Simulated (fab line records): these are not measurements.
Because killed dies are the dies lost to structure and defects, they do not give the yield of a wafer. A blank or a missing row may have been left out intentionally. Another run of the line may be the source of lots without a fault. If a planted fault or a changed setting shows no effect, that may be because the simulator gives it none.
Chamber matching / flow gf180mcu / rieSi-02 running GF_STI_ETCH_14: 4 sister chambers
The step etches Si in HBr/Cl2/O2, target depth 360 nm, time 102.9 s. 4 wafers are shown with their chamber, then 8 later ones without.

== WAFERS WITH THEIR CHAMBER ==
wafer=L452.5; chamber=0; oesProductAu (a.u.)=1.004
wafer=L453.6; chamber=1; oesProductAu (a.u.)=1.010
wafer=L454.5; chamber=2; oesProductAu (a.u.)=0.999
wafer=L457.2; chamber=3; oesProductAu (a.u.)=0.989

== WAFERS WITH NO CHAMBER GIVEN ==
wafer=L457.3; oesProductAu (a.u.)=1.007
wafer=L457.5; oesProductAu (a.u.)=0.998
wafer=L466.1; oesProductAu (a.u.)=1.002
wafer=L466.5; oesProductAu (a.u.)=1.014
wafer=L466.6; oesProductAu (a.u.)=1.005
wafer=L469.4; oesProductAu (a.u.)=0.976
wafer=L469.5; oesProductAu (a.u.)=1.002
wafer=L469.6; oesProductAu (a.u.)=0.998

== EACH ONE'S CHAMBER ==
wafer=L457.3; from the rows above=can't be placed: 0 or 1 or 2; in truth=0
wafer=L457.5; from the rows above=can't be placed: 2 or 0 or 3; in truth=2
wafer=L466.1; from the rows above=can't be placed: 0 or 2 or 1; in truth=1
wafer=L466.5; from the rows above=can't be placed: 1 or 0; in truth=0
wafer=L466.6; from the rows above=can't be placed: 0 or 1 or 2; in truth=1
wafer=L469.4; from the rows above=can't be placed: 3 or 2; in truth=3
wafer=L469.5; from the rows above=can't be placed: 0 or 2 or 1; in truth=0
wafer=L469.6; from the rows above=can't be placed: 2 or 0 or 3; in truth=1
0 of 8 placed correctly. Cannot be placed on the basis of these rows: 8; the candidates contain the true chamber in 7. Number placed wrongly: 0.
How it was worked out, from the rows above alone: a wafer's distance from a chamber is the root of the sum, over the readings, of the square of ((its reading less the chamber's mean) divided by the reading's scatter). If the next closest chamber is less than 2 further off than the closest, the wafer can't be placed; otherwise it belongs to the closest. A chamber's mean is the mean of its shown wafers. The scatter: with one shown wafer a chamber, the root of the mean of the squares of how far each hidden wafer lies from its nearest shown one.
